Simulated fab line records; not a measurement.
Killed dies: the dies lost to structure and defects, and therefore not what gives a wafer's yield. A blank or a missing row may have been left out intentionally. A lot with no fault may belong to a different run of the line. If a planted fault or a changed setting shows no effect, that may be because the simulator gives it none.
Which of the tools did it?    flow gf180mcu    Sampling: 14 lots, 42 wafers, 5 of 602 route steps

## WHAT THE GAUGES SHOWED, per wafer
GF_VT_IMPLANT_OVL_MEAS_29.
lot   measured      on          VT_IMPLANT_02_OVL (nm)
L994  day 6 19:21   overlay-02  -0.9 -1.0 -0.6
L995  day 7 03:45   overlay-02  2.3 1.4 2.4
L996  day 7 09:31   overlay-01  0.0 0.4 0.0
L997  day 7 15:06   overlay-02  0.7 0.0 0.6
L998  day 7 22:24   overlay-02  -0.3 0.7 0.2
L999  day 8 04:06   overlay-01  -0.2 -1.1 -1.6
L101  day 8 19:02   overlay-02  2.4 4.1 3.2
L103  day 9 06:51   overlay-01  -0.6 0.5 0.5
L106  day 10 04:54  overlay-01  0.8 0.8 0.4
L107  day 10 12:26  overlay-02  -0.3 -1.1 0.3
L112  day 11 23:54  overlay-01  -1.5 -0.8 -2.0
L115  day 12 17:21  overlay-01  -1.8 -2.0 -1.9
L116  day 13 00:35  overlay-02  -0.2 0.3 -0.1
L117  day 13 06:53  overlay-01  -2.2 -1.5 -2.5

GF_VT_IMPLANT_RS_MEAS_48: the measuring method here is four-point-probe.
lot   measured      on             LVPWELL_RS (ohm/sq)
L994  day 7 11:35   film_metro-04  1200 1198 1198
L995  day 7 20:13   film_metro-01  1196 1197 1196
L996  day 8 01:47   film_metro-04  1194 1193 1192
L997  day 8 07:56   film_metro-02  1197 1196 1197
L998  day 8 16:12   film_metro-02  1193 1197 1196
L999  day 8 22:02   film_metro-01  1200 1204 1201
L101  day 9 13:17   film_metro-04  1195 1198 1196
L103  day 10 01:42  film_metro-04  1155 1157 1156
L106  day 11 00:05  film_metro-04  1197 1198 1199
L107  day 11 08:05  film_metro-02  1155 1156 1156
L112  day 12 20:40  film_metro-01  1196 1198 1196
L115  day 13 14:26  film_metro-02  1194 1189 1194
L116  day 13 22:11  film_metro-04  1192 1194 1194
L117  day 14 05:01  film_metro-04  1200 1196 1202

GF_DUAL_GATE_THK_MEAS_03.
lot   measured      on             DUAL_GATE_OXIDATION_00_THK (nm)
L994  day 7 14:51   film_metro-04  11.04 11.06 11.06
L995  day 7 22:04   film_metro-03  11.00 11.04 11.03
L996  day 8 03:38   film_metro-04  11.28 11.18 11.20
L997  day 8 10:04   film_metro-04  10.98 10.72 10.74
L998  day 8 18:03   film_metro-02  11.06 10.98 11.11
L999  day 9 00:59   film_metro-03  10.78 10.66 10.78
L101  day 9 15:25   film_metro-02  10.99 11.18 11.04
L103  day 10 04:30  film_metro-02  11.24 11.13 11.38
L106  day 11 03:15  film_metro-04  10.91 11.04 10.85
L107  day 11 10:20  film_metro-04  10.83 10.72 10.74
L112  day 12 23:04  film_metro-04  10.96 10.92 10.98
L115  day 13 16:19  film_metro-04  11.47 11.33 11.35
L116  day 14 00:04  film_metro-02  10.80 10.88 10.68
L117  day 14 07:29  film_metro-03  10.58 10.71 10.66

GF_CONTACT_THK_MEAS_26: measures by xrf.
lot   measured      on             CONTACT_W_THK (nm)
L994  day 16 04:56  film_metro-02  294 296 301
L995  day 16 13:08  film_metro-04  299 299 298
L996  day 16 20:39  film_metro-04  300 297 299
L997  day 17 05:50  film_metro-01  298 301 298
L998  day 17 17:41  film_metro-01  304 300 298
L999  day 18 03:50  film_metro-02  300 302 300
L101  day 18 21:41  film_metro-02  299 302 298
L103  day 19 13:45  film_metro-02  302 297 294
L106  day 20 19:53  film_metro-02  302 301 298
L107  day 21 07:26  film_metro-04  294 295 298
L112  day 23 02:42  film_metro-02  298 298 297
L115  day 23 18:59  film_metro-01  299 299 297
L116  day 24 04:29  film_metro-02  293 295 296
L117  day 24 15:14  film_metro-04  298 303 295

## WHICH TOOL RAN EACH LOT (tool, then ch and the chambers of the sampled wafers, then the start)
lot   GF_LVPWELL_IMPLANT_09
L994  implanter-01 ch 0, day 3 20:02
L995  implanter-04 ch 0, day 4 03:31
L996  implanter-03 ch 0, day 4 07:56
L997  implanter-01 ch 0, day 4 12:29
L998  implanter-01 ch 0, day 4 19:34
L999  implanter-04 ch 0, day 4 22:29
L101  implanter-03 ch 0, day 5 12:02
L103  implanter-03 ch 0, day 5 22:42
L106  implanter-04 ch 0, day 6 16:32
L107  implanter-03 ch 0, day 6 22:59
L112  implanter-04 ch 0, day 8 04:47
L115  implanter-01 ch 0, day 8 19:08
L116  implanter-04 ch 0, day 9 01:17
L117  implanter-03 ch 0, day 9 06:47
- GF_LVPWELL_IMPLANT_09

## WHAT THE TOOLS THEMSELVES READ (means of the sampled wafers that have a number; where no wafer has one, the mark that the record gives instead)
GF_LVPWELL_IMPLANT_09.
lot   tool          dose_ions_cm2  faraday_current_uA
L994  implanter-01  5e+12          28.5
L995  implanter-04  5e+12          28.8
L996  implanter-03  5e+12          28.2
L997  implanter-01  5e+12          27.8
L998  implanter-01  5e+12          28.1
L999  implanter-04  5e+12          27.9
L101  implanter-03  5e+12          28.3
L103  implanter-03  6e+12          33.6
L106  implanter-04  5e+12          27.8
L107  implanter-03  6e+12          34.1
L112  implanter-04  5e+12          28.0
L115  implanter-01  5e+12          28.3
L116  implanter-04  5e+12          28.4
L117  implanter-03  5e+12          28.5

## THE ANSWER, worked out from the rows above alone
Rule: usual is defined by the lots themselves. Put in order of their means at a reading, lots are off if they are a third of the lots or fewer, leave a main group of 4 or more, and stand apart from it by a gap of 3 or more times the standard deviation of the main group's means; of several such gaps the widest counts. A main group whose means are all the same, to the digits that the tables above print for the reading, isn't used. Also off: a lot with no number at a reading for which 4 or more lots have one. Any other lot the step has rows for is counted as sound. After the gauges, taken in route order, come the tools' own readings; for these a lot's mean is taken, as printed above. At the first step where some lot is off, the reading lying furthest off is the one used; lots without a number count as furthest.
Off: at GF_VT_IMPLANT_RS_MEAS_48 (LVPWELL_RS), L103, L107. The main group: mean 1196 ohm/sq, standard deviation 2.6.
A tool fits if, at a process step before that reading, it ran every lot that is off, and no sound lot after the first of them. The gauges at GF_VT_IMPLANT_RS_MEAS_48 aren't tried: what is off there is off at GF_LVPWELL_IMPLANT_09 too, on other tools, and a gauge's error can't cause that. Of those tried, none fits.

## WHAT THE SIMULATOR HAD INSERTED
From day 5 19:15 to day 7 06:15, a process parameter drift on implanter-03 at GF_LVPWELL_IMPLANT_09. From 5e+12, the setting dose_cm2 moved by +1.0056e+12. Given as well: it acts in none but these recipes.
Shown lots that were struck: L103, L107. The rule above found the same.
